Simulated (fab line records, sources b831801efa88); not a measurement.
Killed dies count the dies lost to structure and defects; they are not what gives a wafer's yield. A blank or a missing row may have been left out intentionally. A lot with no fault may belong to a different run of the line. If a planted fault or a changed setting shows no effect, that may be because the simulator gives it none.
fab line records	flow gf180mcu
record: lots: 24	wafers: 72	last_day: 34
route steps=602 shown V3@450 V4@490 MIM@511 TOP_METAL@583 PASSIVATION@590
lots with no fault: from the same line, run without faults
start_h: hours from the record's opening day to when the first of the lot's shown wafers began	wait_h: time in hours since the lot's previous step	" the same as in the row above	L1.1+2: several wafers, shown together as one row	- no value, or no start given	* or withheld: withheld	< > ~ a bound
route shown NAME@n: NAME is a module with steps in the file, n the number in the route of the first one	usual: the fault-free wafers' mean and standard deviation	same: alike in all rows	chamber/n: place in a boat	sites: per-site readings	_std_site: the standard deviation of these	_edge_site: mean of outer sites minus mean of inner sites	radius_mm: how far each site lies from the wafer's centre	mask NAME#n: copy n	behind: tool/chamber where the wafer was last shaped	hold: reason for holding the lot/hours on hold/outcome of the hold	device: names the non-switching transistor (n, p or np)	end of line: at the end of the route, the tests of the same wafers	a step given without rows: its recipe and nothing more	killed: dies that structure and defects cost at the first sort, which is not the same as the wafer's yield	map: shows each die of a wafer: x if killed, . if not, _ if none is there
set.NAME: the run value of the setting; set.NAME@STEP: its run value at that earlier step	model.NAME: the simulator's own value behind a step, which no gauge read
route steps across a sampled set of lots; one table per step, one row per wafer
services: the hour from which a tool's chamber was out of use, counted from the record's first day as start_h (under 0 if before that day), plus the number of hours and why
== steps ==
step: GF_V3_SPUTTER_21
recipe: material: Ti	target_thk_nm: 15	chamber_pressure_pa: 5	power_w: 2500	substrate_temp_c: 200	time_s: 80.02
usual: cathode_dc_power_W: 2500.0/0.46	throttle_valve_pct: 29.9/0.8
same: time_s: 80.02
lot.wafer	tool	chamber	start_h	wait_h	cathode_dc_power_W	throttle_valve_pct
L074.1	pvd_sputter-01	-	518.08	0.0	2499.2	31.6
L074.2	"	-	"	"	2499.7	29.1
L074.5	"	-	"	"	2500.4	29.2
L075.1	pvd_sputter-04	-	523.85	0.0	2500.4	30.1
L075.4	"	-	"	"	2500.6	31.0
L075.6	"	-	"	"	2499.9	30.7
L076.1	pvd_sputter-01	-	535.67	0.0	2500.1	31.8
L076.3	"	-	"	"	2499.4	29.1
L076.6	"	-	"	"	2500.5	29.0
L077.1	pvd_sputter-02	-	543.99	0.0	2499.2	28.9
L077.3	"	-	"	"	2500.7	30.7
L077.5	"	-	"	"	2500.1	30.1
L078.2	pvd_sputter-01	-	551.25	0.0	2499.7	31.6
L078.3	"	-	"	"	2500.0	29.1
L078.5	"	-	"	"	2499.5	31.4
L079.1	pvd_sputter-04	-	559.48	0.0	2500.9	30.8
L079.3	"	-	"	"	2500.4	30.3
L079.6	"	-	"	"	2499.9	30.5
L080.1	pvd_sputter-01	-	574.61	0.0	2499.7	29.1
L080.2	"	-	"	"	2499.8	29.0
L080.3	"	-	"	"	2500.1	30.5
L081.2	pvd_sputter-02	-	587.02	0.0	2499.5	29.2
L081.3	"	-	"	"	2500.8	30.5
L081.4	"	-	"	"	2500.1	28.9
L082.2	pvd_sputter-04	-	589.84	0.0	2499.8	30.4
L082.5	"	-	"	"	2500.1	29.9
L082.6	"	-	"	"	2500.2	29.4
L083.1	pvd_sputter-04	-	595.33	0.0	2500.0	30.0
L083.3	"	-	"	"	2499.7	30.6
L083.4	"	-	"	"	2499.9	29.4
L084.1	pvd_sputter-04	-	602.68	0.0	2499.5	30.4
L084.2	"	-	"	"	2500.1	29.3
L084.3	"	-	"	"	2500.3	30.6
L085.2	pvd_sputter-02	-	606.98	0.0	2500.2	30.6
L085.5	"	-	"	"	2499.8	29.1
L085.6	"	-	"	"	2501.5	30.5
L086.2	pvd_sputter-02	-	615.43	0.0	2500.3	28.9
L086.3	"	-	"	"	2499.3	30.5
L086.6	"	-	"	"	2500.0	29.1
L087.1	pvd_sputter-02	-	626.45	0.0	2499.5	29.0
L087.2	"	-	"	"	2498.9	30.0
L087.3	"	-	"	"	2499.9	30.5
L088.1	pvd_sputter-04	-	636.04	0.0	2500.1	29.9
L088.4	"	-	"	"	2499.8	30.2
L088.6	"	-	"	"	2500.7	30.2
L089.4	pvd_sputter-01	-	640.13	0.0	2500.4	29.3
L089.5	"	-	"	"	2499.5	31.5
L089.6	"	-	"	"	2500.0	29.0
L090.2	pvd_sputter-04	-	644.63	0.0	2500.0	29.4
L090.3	"	-	"	"	2500.1	30.7
L090.4	"	-	"	"	2500.3	30.1
L091.1	pvd_sputter-01	-	654.98	0.0	2499.5	29.0
L091.3	"	-	"	"	2499.7	30.6
L091.4	"	-	"	"	2499.1	28.8
L092.2	pvd_sputter-02	-	656.39	0.0	2499.7	30.4
L092.5	"	-	"	"	2501.0	29.9
L092.6	"	-	"	"	2500.5	28.9
L093.1	pvd_sputter-02	-	665.99	0.0	2500.2	29.8
L093.5	"	-	"	"	2499.5	30.6
L093.6	"	-	"	"	2500.2	29.1
L094.2	pvd_sputter-02	-	678.76	0.0	2500.0	30.0
L094.3	"	-	"	"	2500.8	30.7
L094.5	"	-	"	"	2499.7	29.0
L095.1	pvd_sputter-01	-	679.56	0.0	2500.0	29.1
L095.2	"	-	"	"	2499.2	29.0
L095.6	"	-	"	"	2499.5	29.0
L096.3	pvd_sputter-01	-	687.91	0.0	2500.4	29.2
L096.4	"	-	"	"	2500.3	28.8
L096.5	"	-	"	"	2499.8	29.1
L097.2	pvd_sputter-02	-	693.33	0.0	2500.0	30.7
L097.4	"	-	"	"	2500.1	29.9
L097.6	"	-	"	"	2500.2	29.9
step: GF_V4_CD_MEAS_14
recipe: target_cd_nm: 260
usual: cd_nm: 259.8/1.3
lot.wafer	tool	chamber	start_h	wait_h	cd_nm
L074.1	cd_sem-02	-	565.02	0.1	258.6
L074.2	"	-	"	"	257.8
L074.5	"	-	"	"	259.4
L075.1	cd_sem-01	-	570.84	0.1	261.3
L075.4	"	-	"	"	260.9
L075.6	"	-	"	"	261.3
L076.1	cd_sem-02	-	582.61	0.1	261.1
L076.3	"	-	"	"	261.4
L076.6	"	-	"	"	261.7
L077.1	cd_sem-01	-	590.26	0.1	260.1
L077.3	"	-	"	"	260.1
L077.5	"	-	"	"	259.9
L078.2	cd_sem-01	-	597.71	0.1	261.7
L078.3	"	-	"	"	261.1
L078.5	"	-	"	"	260.6
L079.1	cd_sem-01	-	604.71	0.1	258.6
L079.3	"	-	"	"	259.9
L079.6	"	-	"	"	261.0
L080.1	cd_sem-02	-	620.19	0.1	259.1
L080.2	"	-	"	"	259.6
L080.3	"	-	"	"	259.6
L081.2	cd_sem-02	-	631.04	0.1	259.2
L081.3	"	-	"	"	258.5
L081.4	"	-	"	"	258.7
L082.2	cd_sem-01	-	633.24	0.1	263.3
L082.5	"	-	"	"	263.1
L082.6	"	-	"	"	262.1
L083.1	cd_sem-01	-	639.04	0.1	259.9
L083.3	"	-	"	"	259.1
L083.4	"	-	"	"	260.1
L084.1	cd_sem-02	-	649.47	0.1	260.6
L084.2	"	-	"	"	260.0
L084.3	"	-	"	"	259.9
L085.2	cd_sem-01	-	650.31	0.1	260.6
L085.5	"	-	"	"	261.4
L085.6	"	-	"	"	261.0
L086.2	cd_sem-02	-	657.36	0.1	259.8
L086.3	"	-	"	"	259.5
L086.6	"	-	"	"	259.7
L087.1	cd_sem-02	-	668.31	0.1	259.5
L087.2	"	-	"	"	260.6
L087.3	"	-	"	"	258.9
L088.1	cd_sem-01	-	677.92	0.1	257.6
L088.4	"	-	"	"	256.8
L088.6	"	-	"	"	256.0
L089.4	cd_sem-01	-	682.03	0.1	257.6
L089.5	"	-	"	"	258.5
L089.6	"	-	"	"	258.0
L090.2	cd_sem-01	-	685.38	0.1	258.8
L090.3	"	-	"	"	257.5
L090.4	"	-	"	"	257.5
L091.1	cd_sem-01	-	695.29	0.1	258.8
L091.3	"	-	"	"	257.9
L091.4	"	-	"	"	258.6
L092.2	cd_sem-02	-	697.56	0.1	259.3
L092.5	"	-	"	"	259.3
L092.6	"	-	"	"	259.9
L093.1	cd_sem-01	-	706.09	0.1	259.5
L093.5	"	-	"	"	259.0
L093.6	"	-	"	"	258.7
L094.2	cd_sem-01	-	717.66	0.1	261.7
L094.3	"	-	"	"	260.2
L094.5	"	-	"	"	259.0
L095.1	cd_sem-02	-	719.79	0.1	261.9
L095.2	"	-	"	"	262.0
L095.6	"	-	"	"	261.7
L096.3	cd_sem-01	-	726.36	0.1	261.7
L096.4	"	-	"	"	259.5
L096.5	"	-	"	"	259.3
L097.2	cd_sem-02	-	731.56	0.1	260.2
L097.4	"	-	"	"	260.7
L097.6	"	-	"	"	259.6
step: GF_V4_CMP_26
recipe: stop_on: SiO2	down_force_psi: 3.5	platen_rpm: 60	t_overpolish_s: 15	target_thk_nm: 0	pad_velocity_m_s: 0.94248
usual: edge_zone_pressure_frac: 1.001/0.0051	motor_current_A: 10.7/0.96	overpolish_run_s: 15.001/0.0098	time_to_endpoint_s: 82/4.7
lot.wafer	tool	chamber	start_h	wait_h	edge_zone_pressure_frac	motor_current_A	overpolish_run_s	time_to_endpoint_s
L074.2	cmp-02	1	566.28	0.1	1.003	10.4	14.999	79
L074.1	"	2	"	"	1.012	9.6	15.017	84
L074.5	"	1	"	"	1.000	10.4	15.012	77
L075.1	cmp-01	1	572.10	0.1	1.000	11.5	14.999	89
L075.4	"	3	"	"	0.994	11.4	15.006	91
L075.6	"	1	"	"	1.003	11.8	14.993	84
L076.1	cmp-02	2	583.90	0.1	0.996	9.4	14.995	77
L076.3	"	0	"	"	0.998	10.0	15.008	80
L076.6	"	2	"	"	1.001	9.4	14.992	79
L077.1	cmp-01	3	591.48	0.1	1.000	11.3	14.987	89
L077.3	"	2	"	"	1.001	11.9	15.034	81
L077.5	"	0	"	"	1.001	11.3	15.012	90
L078.3	cmp-02	3	599.00	0.1	0.999	11.4	14.996	79
L078.2	"	0	"	"	1.000	10.8	15.011	80
L078.5	"	2	"	"	1.004	9.4	15.008	78
L079.1	cmp-02	0	606.03	0.1	0.999	10.7	15.007	86
L079.3	"	2	"	"	0.999	9.4	15.011	83
L079.6	"	0	"	"	1.008	10.1	14.993	87
L080.2	cmp-02	3	621.40	0.0	1.006	11.6	15.009	81
L080.1	"	1	"	"	1.000	10.4	15.015	74
L080.3	"	2	"	"	1.001	8.9	14.991	76
L081.3	cmp-02	0	632.23	0.0	1.001	10.4	15.012	86
L081.2	"	2	"	"	1.001	9.2	15.012	84
L081.4	"	3	"	"	1.004	12.2	14.996	84
L082.2	cmp-02	0	634.43	0.0	1.001	10.4	15.011	83
L082.6	"	0	"	"	0.999	10.1	15.006	83
L082.5	"	1	"	"	0.993	10.8	15.005	75
L083.1	cmp-01	0	640.31	0.1	1.005	11.9	14.986	93
L083.3	"	1	"	"	1.002	11.6	14.997	82
L083.4	"	2	"	"	1.000	11.7	15.002	77
L084.1	cmp-02	2	650.71	0.1	1.000	9.2	15.011	83
L084.2	"	0	"	"	0.997	10.8	15.006	81
L084.3	"	1	"	"	1.007	10.9	14.986	78
L085.2	cmp-02	1	651.68	0.2	0.995	10.2	15.002	75
L085.6	"	2	"	"	1.000	9.3	14.992	81
L085.5	"	3	"	"	1.005	11.7	15.005	79
L086.3	cmp-02	3	658.55	0.0	1.002	12.1	14.989	86
L086.2	"	0	"	"	0.997	10.6	15.023	88
L086.6	"	3	"	"	1.002	11.1	14.996	87
L087.1	cmp-02	3	669.57	0.1	1.008	11.7	14.994	87
L087.2	"	0	"	"	1.004	10.5	15.002	90
L087.3	"	1	"	"	0.998	10.8	15.000	80
L088.1	cmp-01	1	679.24	0.1	0.997	12.1	15.021	84
L088.4	"	2	"	"	1.001	11.3	14.993	75
L088.6	"	3	"	"	1.008	12.1	14.992	85
L089.4	cmp-02	1	683.28	0.1	1.002	10.6	15.004	76
L089.5	"	3	"	"	0.995	11.4	15.000	84
L089.6	"	0	"	"	0.997	10.7	15.010	85
L090.3	cmp-02	0	686.76	0.1	1.001	10.2	15.000	83
L090.4	"	1	"	"	1.016	10.2	14.997	73
L090.2	"	2	"	"	1.006	9.0	15.001	75
L091.4	cmp-01	0	696.51	0.0	1.000	11.3	15.009	92
L091.3	"	1	"	"	1.000	11.9	14.986	85
L091.1	"	3	"	"	0.998	10.9	15.001	86
L092.2	cmp-02	1	698.93	0.2	1.000	10.2	15.001	77
L092.5	"	2	"	"	0.999	9.0	15.012	79
L092.6	"	3	"	"	0.994	11.8	15.010	81
L093.1	cmp-02	1	707.45	0.2	1.003	10.1	15.008	76
L093.6	"	2	"	"	0.998	8.3	14.999	81
L093.5	"	3	"	"	0.996	11.4	15.005	83
L094.2	cmp-02	2	718.85	0.0	0.998	9.8	14.990	82
L094.3	"	0	"	"	1.001	10.1	14.990	88
L094.5	"	2	"	"	1.004	9.2	15.015	82
L095.1	cmp-02	3	721.05	0.1	0.999	11.2	15.018	83
L095.2	"	0	"	"	1.010	10.6	14.994	83
L095.6	"	3	"	"	1.000	11.7	14.999	87
L096.3	cmp-02	3	727.72	0.2	0.999	11.9	14.982	85
L096.4	"	0	"	"	0.999	10.0	14.989	88
L096.5	"	3	"	"	1.000	11.4	14.999	86
L097.4	cmp-02	3	732.80	0.1	1.003	11.7	14.982	79
L097.2	"	0	"	"	1.002	10.1	15.000	86
L097.6	"	2	"	"	1.006	9.8	15.007	82
step: GF_MIM_SPUTTER_08
recipe: material: AlCu	target_thk_nm: 200	power_w: 10600	time_s: 10.6	chamber_pressure_pa: 0.4
usual: cathode_dc_power_W: 10600/1.9	throttle_valve_pct: 30.0/0.97
same: time_s: 10.6
lot.wafer	tool	chamber	start_h	wait_h	cathode_dc_power_W	throttle_valve_pct
L074.1	pvd_sputter-03	-	566.89	0.0	10597	30.2
L074.2	"	-	"	"	10601	31.8
L074.5	"	-	"	"	10603	31.5
L075.1	pvd_sputter-01	-	572.71	0.0	10603	30.6
L075.4	"	-	"	"	10600	29.3
L075.6	"	-	"	"	10600	30.5
L076.1	pvd_sputter-04	-	584.51	0.0	10601	29.4
L076.3	"	-	"	"	10602	30.2
L076.6	"	-	"	"	10600	30.7
L077.1	pvd_sputter-04	-	592.14	0.0	10601	29.3
L077.3	"	-	"	"	10597	30.2
L077.5	"	-	"	"	10599	29.9
L078.2	pvd_sputter-01	-	599.56	0.0	10599	30.8
L078.3	"	-	"	"	10600	31.4
L078.5	"	-	"	"	10602	30.8
L079.1	pvd_sputter-04	-	606.63	0.0	10604	30.2
L079.3	"	-	"	"	10600	30.1
L079.6	"	-	"	"	10603	29.2
L080.1	pvd_sputter-01	-	622.06	0.0	10599	29.1
L080.2	"	-	"	"	10600	31.2
L080.3	"	-	"	"	10604	29.1
L081.2	pvd_sputter-04	-	632.89	0.0	10599	30.3
L081.3	"	-	"	"	10598	30.0
L081.4	"	-	"	"	10602	29.2
L082.2	pvd_sputter-03	-	635.09	0.0	10600	31.8
L082.5	"	-	"	"	10598	29.7
L082.6	"	-	"	"	10601	31.3
L083.1	pvd_sputter-01	-	640.92	0.0	10600	29.0
L083.3	"	-	"	"	10602	30.3
L083.4	"	-	"	"	10601	31.4
L084.1	pvd_sputter-04	-	651.37	0.0	10600	29.0
L084.2	"	-	"	"	10598	30.3
L084.3	"	-	"	"	10597	30.6
L085.2	pvd_sputter-03	-	652.19	0.0	10598	29.9
L085.5	"	-	"	"	10598	30.2
L085.6	"	-	"	"	10602	28.1
L086.2	pvd_sputter-04	-	659.21	0.0	10602	30.0
L086.3	"	-	"	"	10601	30.2
L086.6	"	-	"	"	10599	30.4
L087.1	pvd_sputter-01	-	670.18	0.0	10597	29.1
L087.2	"	-	"	"	10599	31.4
L087.3	"	-	"	"	10600	30.6
L088.1	pvd_sputter-03	-	679.80	0.0	10599	31.7
L088.4	"	-	"	"	10599	29.9
L088.6	"	-	"	"	10600	30.0
L089.4	pvd_sputter-01	-	683.84	0.0	10598	28.9
L089.5	"	-	"	"	10602	30.7
L089.6	"	-	"	"	10600	29.0
L090.2	pvd_sputter-01	-	687.39	0.0	10597	31.5
L090.3	"	-	"	"	10605	30.6
L090.4	"	-	"	"	10603	29.1
L091.1	pvd_sputter-01	-	697.16	0.0	10603	29.0
L091.3	"	-	"	"	10597	31.5
L091.4	"	-	"	"	10600	30.8
L092.2	pvd_sputter-01	-	699.44	0.0	10600	29.2
L092.5	"	-	"	"	10599	29.2
L092.6	"	-	"	"	10600	31.6
L093.1	pvd_sputter-04	-	707.96	0.0	10599	30.2
L093.5	"	-	"	"	10597	29.9
L093.6	"	-	"	"	10598	29.1
L094.2	pvd_sputter-04	-	719.51	0.0	10601	29.8
L094.3	"	-	"	"	10596	30.8
L094.5	"	-	"	"	10601	30.1
L095.1	pvd_sputter-03	-	721.66	0.0	10599	29.9
L095.2	"	-	"	"	10599	28.1
L095.6	"	-	"	"	10598	29.7
L096.3	pvd_sputter-03	-	728.38	0.0	10598	31.4
L096.4	"	-	"	"	10602	30.0
L096.5	"	-	"	"	10598	31.6
L097.2	pvd_sputter-04	-	733.41	0.0	10599	30.0
L097.4	"	-	"	"	10599	30.2
L097.6	"	-	"	"	10600	30.6
step: GF_TOP_METAL_METAL_ETCH_16
recipe: chemistry: Cl2/BCl3	mask_material: NOVOLAK	target_depth_nm: 1197	stop_on: SiO2	pressure_mtorr: 8	icp_w: 800	bias_w: 140	Cl2_flow_sccm: 80	bcl3_flow_sccm: 40	time_s: 199.5
usual: drypump_motor_current_A: 5.87/0.26	oes_product_au: 0.991/0.0091	throttle_valve_pct: 28.229/0.013
same: time_s: 199.5
lot.wafer	tool	chamber	start_h	wait_h	drypump_motor_current_A	oes_product_au	rf_hours_counter_h	throttle_valve_pct
L074.1	rie_metal-02	0	653.94	0.0	5.72	1.002	1	28.208
L074.2	"	1	"	"	6.07	0.993	8	28.235
L074.5	"	1	"	"	6.07	0.991	-	28.229
L075.1	rie_metal-03	1	659.22	0.0	5.62	1.004	10	28.214
L075.4	"	0	"	"	5.67	0.998	-	28.220
L075.6	"	1	"	"	5.63	0.997	-	28.214
L076.1	rie_metal-04	0	670.23	0.0	5.71	0.968	14	28.263
L076.3	"	1	"	"	6.36	0.984	-	28.237
L076.6	"	1	"	"	6.38	0.980	-	28.261
L077.1	rie_metal-02	0	675.88	0.0	5.67	0.994	2	28.214
L077.3	"	1	"	"	6.07	0.984	-	28.235
L077.5	"	0	"	"	5.65	0.997	-	28.218
L078.2	rie_metal-03	0	684.49	0.0	5.72	0.992	7	28.236
L078.3	"	1	"	"	5.62	1.002	-	28.226
L078.5	"	0	"	"	5.71	0.991	-	28.241
L079.1	rie_metal-04	0	688.44	0.0	5.70	0.971	15	28.248
L079.3	"	0	"	"	5.71	0.964	-	28.228
L079.6	"	1	"	"	6.37	0.986	-	28.245
L080.1	rie_metal-02	1	703.57	0.0	6.06	0.992	10	28.229
L080.2	"	0	"	"	5.69	1.007	3	28.228
L080.3	"	1	"	"	6.05	0.987	-	28.230
L081.2	rie_metal-04	1	713.14	0.1	6.38	0.979	-	28.254
L081.3	"	1	"	"	6.38	0.978	-	28.246
L081.4	"	1	"	"	6.36	0.968	-	28.234
L082.2	rie_metal-03	1	715.12	0.0	5.63	0.997	12	28.233
L082.5	"	0	"	"	5.69	0.996	-	28.229
L082.6	"	1	"	"	5.63	0.993	-	28.216
L083.1	rie_metal-02	0	720.54	0.0	5.67	0.998	4	28.221
L083.3	"	1	"	"	6.08	0.999	-	28.223
L083.4	"	0	"	"	5.68	0.993	-	28.216
L084.1	rie_metal-04	0	730.13	0.0	5.71	0.984	0	28.217
L084.2	"	1	"	"	6.38	0.973	15	28.246
L084.3	"	1	"	"	6.38	0.978	-	28.246
L085.2	rie_metal-02	1	731.32	0.0	6.07	0.985	12	28.213
L085.5	"	0	"	"	5.70	1.005	-	28.218
L085.6	"	1	"	"	6.08	0.987	-	28.245
L086.2	rie_metal-03	0	736.03	0.0	5.74	0.999	9	28.219
L086.3	"	1	"	"	5.64	0.997	-	28.224
L086.6	"	1	"	"	5.63	0.991	-	28.211
L087.1	rie_metal-02	1	746.88	0.0	6.06	0.989	12	28.221
L087.2	"	0	"	"	5.71	0.994	5	28.211
L087.3	"	0	"	"	5.72	0.997	-	28.237
L088.1	rie_metal-04	1	755.44	0.0	6.40	0.976	16	28.257
L088.4	"	0	"	"	5.70	0.999	-	28.214
L088.6	"	1	"	"	6.40	0.970	-	28.243
L089.4	rie_metal-02	0	758.63	0.1	5.69	1.000	-	28.230
L089.5	"	0	"	"	5.69	0.999	-	28.238
L089.6	"	1	"	"	6.08	0.994	-	28.228
L090.2	rie_metal-02	0	761.02	0.0	5.71	0.997	6	28.236
L090.3	"	1	"	"	6.08	0.993	-	28.232
L090.4	"	0	"	"	5.70	0.996	-	28.215
L091.1	rie_metal-03	1	770.88	0.0	5.63	1.001	15	28.223
L091.3	"	0	"	"	5.71	0.996	-	28.212
L091.4	"	1	"	"	5.64	0.996	-	28.225
L092.2	rie_metal-04	1	771.53	0.0	6.36	0.981	17	28.250
L092.5	"	1	"	"	6.36	0.986	-	28.245
L092.6	"	0	"	"	5.71	0.997	-	28.246
L093.1	rie_metal-02	1	779.73	0.0	6.07	0.991	14	28.216
L093.5	"	0	"	"	5.70	0.993	-	28.221
L093.6	"	1	"	"	6.06	0.998	-	28.234
L094.2	rie_metal-03	0	789.74	0.0	5.67	0.995	11	28.226
L094.3	"	1	"	"	5.63	0.989	-	28.240
L094.5	"	1	"	"	5.62	0.995	-	28.223
L095.1	rie_metal-02	0	790.33	0.0	5.71	0.996	8	28.223
L095.2	"	1	"	"	6.07	0.999	15	28.223
L095.6	"	1	"	"	6.06	0.987	-	28.233
L096.3	rie_metal-03	0	798.30	0.1	5.70	0.996	-	28.207
L096.4	"	1	"	"	5.63	0.997	-	28.224
L096.5	"	1	"	"	5.64	1.002	-	28.208
L097.2	rie_metal-02	1	801.48	0.0	6.08	0.995	16	28.231
L097.4	"	0	"	"	5.70	0.997	-	28.211
L097.6	"	0	"	"	5.69	0.997	-	28.219
step: GF_PASSIVATION_THK_MEAS_03
recipe: reads: Si3N4_of_PASSIVATION_CVD_02
usual: PASSIVATION_CVD_02_THK: 700/9
lot.wafer	tool	chamber	start_h	wait_h	PASSIVATION_CVD_02_THK[nm]
L074.1	film_metro-04	-	655.09	0.1	685
L074.2	"	-	"	"	691
L074.5	"	-	"	"	697
L075.1	film_metro-01	-	660.37	0.1	699
L075.4	"	-	"	"	715
L075.6	"	-	"	"	716
L076.1	film_metro-01	-	671.38	0.1	691
L076.3	"	-	"	"	691
L076.6	"	-	"	"	692
L077.1	film_metro-04	-	677.04	0.1	700
L077.3	"	-	"	"	696
L077.5	"	-	"	"	697
L078.2	film_metro-01	-	685.65	0.2	694
L078.3	"	-	"	"	690
L078.5	"	-	"	"	709
L079.1	film_metro-01	-	689.63	0.1	700
L079.3	"	-	"	"	704
L079.6	"	-	"	"	712
L080.1	film_metro-03	-	704.72	0.1	690
L080.2	"	-	"	"	702
L080.3	"	-	"	"	689
L081.2	film_metro-03	-	714.43	0.2	688
L081.3	"	-	"	"	691
L081.4	"	-	"	"	704
L082.2	film_metro-03	-	716.28	0.2	683
L082.5	"	-	"	"	701
L082.6	"	-	"	"	697
L083.1	film_metro-04	-	721.69	0.1	694
L083.3	"	-	"	"	708
L083.4	"	-	"	"	699
L084.1	film_metro-01	-	731.28	0.1	701
L084.2	"	-	"	"	695
L084.3	"	-	"	"	690
L085.2	film_metro-03	-	732.48	0.2	684
L085.5	"	-	"	"	691
L085.6	"	-	"	"	705
L086.2	film_metro-04	-	737.22	0.2	696
L086.3	"	-	"	"	691
L086.6	"	-	"	"	703
L087.1	film_metro-01	-	748.16	0.1	708
L087.2	"	-	"	"	706
L087.3	"	-	"	"	695
L088.1	film_metro-01	-	756.59	0.1	683
L088.4	"	-	"	"	697
L088.6	"	-	"	"	706
L089.4	film_metro-04	-	759.75	0.0	703
L089.5	"	-	"	"	700
L089.6	"	-	"	"	717
L090.2	film_metro-01	-	762.18	0.2	697
L090.3	"	-	"	"	707
L090.4	"	-	"	"	713
L091.1	film_metro-04	-	772.06	0.1	699
L091.3	"	-	"	"	691
L091.4	"	-	"	"	697
L092.2	film_metro-03	-	772.76	0.2	686
L092.5	"	-	"	"	704
L092.6	"	-	"	"	699
L093.1	film_metro-03	-	780.88	0.1	713
L093.5	"	-	"	"	704
L093.6	"	-	"	"	716
L094.2	film_metro-03	-	790.90	0.2	703
L094.3	"	-	"	"	691
L094.5	"	-	"	"	699
L095.1	film_metro-01	-	791.51	0.1	695
L095.2	"	-	"	"	696
L095.6	"	-	"	"	701
L096.3	film_metro-03	-	799.48	0.2	713
L096.4	"	-	"	"	716
L096.5	"	-	"	"	705
L097.2	film_metro-03	-	802.64	0.2	694
L097.4	"	-	"	"	713
L097.6	"	-	"	"	706
== services ==
tool	chamber	start_h	hours	kind
rie_metal-03	-	502.97	14.6	pm
cmp-01	-	517.84	0.3	repair
rie_metal-04	-	527.34	2.1	repair
cmp-02	-	528.63	1.4	repair
pvd_sputter-04	-	534.53	3.6	repair
pvd_sputter-04	-	546.02	7.4	repair
cmp-02	-	549.41	0.5	repair
cmp-01	-	572.35	4.0	pm
cmp-01	-	596.21	4.3	pm
pvd_sputter-01	-	641.80	2.0	repair
pvd_sputter-03	-	643.64	2.2	repair
pvd_sputter-03	-	650.22	0.6	repair
cmp-02	-	676.92	0.4	repair
cmp-02	-	688.00	4.5	pm
pvd_sputter-03	-	698.43	1.0	repair
rie_metal-03	-	706.49	0.5	repair
cmp-02	-	725.59	2.1	repair
rie_metal-04	0	743.06	3.2	repair
cmp-02	-	744.27	4.0	pm
cmp-02	-	744.74	0.3	repair
pvd_sputter-04	-	767.40	4.1	repair
pvd_sputter-03	-	787.93	7.6	repair
pvd_sputter-01	-	788.69	2.3	repair
pvd_sputter-04	-	796.90	5.5	repair
== key ==
fault none
